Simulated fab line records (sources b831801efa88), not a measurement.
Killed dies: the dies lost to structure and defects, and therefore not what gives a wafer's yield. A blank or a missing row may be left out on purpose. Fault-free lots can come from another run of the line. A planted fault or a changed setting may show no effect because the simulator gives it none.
The tool behind it: which one? / flow gf180mcu / Sampling: 12 lots, 36 wafers, 4 of 602 route steps

WHAT THE GAUGES SHOWED, per wafer
GF_V3_THK_MEAS_01.
lot=L639; measured=day 21 12:32; on=film metro-03; V3_CVD_00_THK (nm)=599 598 604
lot=L641; measured=day 22 05:38; on=film metro-01; V3_CVD_00_THK (nm)=599 600 603
lot=L646; measured=day 23 20:46; on=film metro-02; V3_CVD_00_THK (nm)=593 596 597
lot=L647; measured=day 24 09:58; on=film metro-02; V3_CVD_00_THK (nm)=590 599 602
lot=L649; measured=day 25 02:58; on=film metro-02; V3_CVD_00_THK (nm)=600 591 601
lot=L655; measured=day 27 02:27; on=film metro-02; V3_CVD_00_THK (nm)=597 604 595
lot=L656; measured=day 27 06:16; on=film metro-01; V3_CVD_00_THK (nm)=602 596 595
lot=L657; measured=day 27 18:37; on=film metro-01; V3_CVD_00_THK (nm)=594 596 586
lot=L659; measured=day 28 02:45; on=film metro-02; V3_CVD_00_THK (nm)=600 609 607
lot=L660; measured=day 28 11:52; on=film metro-02; V3_CVD_00_THK (nm)=597 594 595
lot=L661; measured=day 28 12:55; on=film metro-01; V3_CVD_00_THK (nm)=592 591 591
lot=L662; measured=day 28 23:59; on=film metro-01; V3_CVD_00_THK (nm)=603 601 600

GF_MIM_THK_MEAS_06.
lot=L639; measured=day 24 15:02; on=film metro-02; MIM_CVD_05_THK (nm)=41.5 41.5 41.9
lot=L641; measured=day 25 05:50; on=film metro-01; MIM_CVD_05_THK (nm)=41.7 42.0 42.3
lot=L646; measured=day 26 18:55; on=film metro-04; MIM_CVD_05_THK (nm)=44.2 43.3 45.3 44.2 43.3 45.3
lot=L647; measured=day 27 05:38; on=film metro-02; MIM_CVD_05_THK (nm)=43.0 43.6 44.0 43.0 43.7 44.0
lot=L649; measured=day 27 22:35; on=film metro-02; MIM_CVD_05_THK (nm)=42.1 42.7 42.8
lot=L655; measured=day 29 17:54; on=film metro-01; MIM_CVD_05_THK (nm)=42.0 41.9 43.2
lot=L656; measured=day 29 22:52; on=film metro-02; MIM_CVD_05_THK (nm)=41.4 41.9 42.3
lot=L657; measured=day 30 10:04; on=film metro-04; MIM_CVD_05_THK (nm)=41.6 42.4 42.3
lot=L659; measured=day 30 17:48; on=film metro-04; MIM_CVD_05_THK (nm)=42.1 41.1 41.9
lot=L660; measured=day 31 01:51; on=film metro-02; MIM_CVD_05_THK (nm)=42.3 42.1 42.5
lot=L661; measured=day 31 03:35; on=film metro-02; MIM_CVD_05_THK (nm)=41.9 41.6 42.8
lot=L662; measured=day 31 12:04; on=film metro-02; MIM_CVD_05_THK (nm)=41.9 41.7 42.8

TOOL THAT RAN EACH LOT (tool first, then ch and the chambers of the sampled wafers, then the start)
lot=L639; GF_M4_SPUTTER_00=pvd sputter-04, day 22 14:10; GF_MIM_CVD_05=pecvd-02 ch 0,1,2, day 24 15:00
lot=L641; GF_M4_SPUTTER_00=pvd sputter-02, day 23 06:53; GF_MIM_CVD_05=pecvd-03 ch 0,2, day 25 05:47
lot=L646; GF_M4_SPUTTER_00=pvd sputter-02, day 24 21:28; GF_MIM_CVD_05=pecvd-03 ch 0,1,2, day 26 18:52
lot=L647; GF_M4_SPUTTER_00=pvd sputter-04, day 25 09:14; GF_MIM_CVD_05=pecvd-03 ch 1,2, day 27 05:36
lot=L649; GF_M4_SPUTTER_00=pvd sputter-03, day 26 01:37; GF_MIM_CVD_05=pecvd-02 ch 0,1, day 27 22:33
lot=L655; GF_M4_SPUTTER_00=pvd sputter-04, day 28 00:48; GF_MIM_CVD_05=pecvd-03 ch 1,2, day 29 17:52
lot=L656; GF_M4_SPUTTER_00=pvd sputter-04, day 28 04:15; GF_MIM_CVD_05=pecvd-03 ch 0,2, day 29 22:50
lot=L657; GF_M4_SPUTTER_00=pvd sputter-02, day 28 16:50; GF_MIM_CVD_05=pecvd-02 ch 1,2, day 30 10:01
lot=L659; GF_M4_SPUTTER_00=pvd sputter-04, day 29 00:46; GF_MIM_CVD_05=pecvd-03 ch 0,1, day 30 17:46
lot=L660; GF_M4_SPUTTER_00=pvd sputter-02, day 29 09:50; GF_MIM_CVD_05=pecvd-01 ch 0,1,2, day 31 01:49
lot=L661; GF_M4_SPUTTER_00=pvd sputter-02, day 29 10:45; GF_MIM_CVD_05=pecvd-01 ch 1,2, day 31 03:34
lot=L662; GF_M4_SPUTTER_00=pvd sputter-04, day 29 20:27; GF_MIM_CVD_05=pecvd-03 ch 0,2, day 31 12:02
- GF_M4_SPUTTER_00: material Ti, target thk 37.5 nm, time 150 s.
- GF_MIM_CVD_05: deposits Si3N4, target thk 42 nm, time 29.086 s.

AS READ BY THE TOOLS THEMSELVES (means over the sampled wafers that have a number; for cases with no such wafer, the mark the record gives instead)
GF_M4_SPUTTER_00.
lot=L639; tool=pvd sputter-04; throttle valve pct (%)=29.6
lot=L641; tool=pvd sputter-02; throttle valve pct (%)=30.3
lot=L646; tool=pvd sputter-02; throttle valve pct (%)=30.6
lot=L647; tool=pvd sputter-04; throttle valve pct (%)=30.2
lot=L649; tool=pvd sputter-03; throttle valve pct (%)=30.4
lot=L655; tool=pvd sputter-04; throttle valve pct (%)=29.9
lot=L656; tool=pvd sputter-04; throttle valve pct (%)=31.6
lot=L657; tool=pvd sputter-02; throttle valve pct (%)=30.8
lot=L659; tool=pvd sputter-04; throttle valve pct (%)=31.1
lot=L660; tool=pvd sputter-02; throttle valve pct (%)=31.8
lot=L661; tool=pvd sputter-02; throttle valve pct (%)=30.9
lot=L662; tool=pvd sputter-04; throttle valve pct (%)=30.4

GF_MIM_CVD_05.
lot=L639; tool=pecvd-02; heater power w (W)=578
lot=L641; tool=pecvd-03; heater power w (W)=770
lot=L646; tool=pecvd-03; heater power w (W)=777
lot=L647; tool=pecvd-03; heater power w (W)=750
lot=L649; tool=pecvd-02; heater power w (W)=629
lot=L655; tool=pecvd-03; heater power w (W)=743
lot=L656; tool=pecvd-03; heater power w (W)=731
lot=L657; tool=pecvd-02; heater power w (W)=646
lot=L659; tool=pecvd-03; heater power w (W)=715
lot=L660; tool=pecvd-01; heater power w (W)=655
lot=L661; tool=pecvd-01; heater power w (W)=573
lot=L662; tool=pecvd-03; heater power w (W)=678

THE ANSWER, worked out from the rows above alone
Rule: what is usual is taken from the lots themselves. The widest of any qualifying gaps counts: lots, ordered by their means at a reading, are off when they make up no more than a third of the lots, leave a main group of 4 or more, and stand apart from it by 3 or more times the standard deviation of that group's means. The tables above print the reading to a certain number of digits; a main group whose means all agree to those digits is not used. A lot without any number at a reading at which 4 lots or more have one is off too. All remaining lots with rows at the step are treated as sound. Order of review: gauges by route order, followed by the tools' own readings, for which a lot's mean as printed above is used. At the first step where some lot is off, the reading lying furthest off is the one used; lots without a number count as furthest.
Off: L646, L647, seen at GF_MIM_THK_MEAS_06 (MIM_CVD_05_THK). For the main group the mean is 42.1 nm and the standard deviation 0.27.
A tool fits if, at a process step before that reading, it ran every lot that is off, and no sound lot after the first of them. Gauges at GF_MIM_THK_MEAS_06: tried the same way as those tools. Not one of the candidates tried fits.

WHAT HAD BEEN PUT IN BY THE SIMULATOR
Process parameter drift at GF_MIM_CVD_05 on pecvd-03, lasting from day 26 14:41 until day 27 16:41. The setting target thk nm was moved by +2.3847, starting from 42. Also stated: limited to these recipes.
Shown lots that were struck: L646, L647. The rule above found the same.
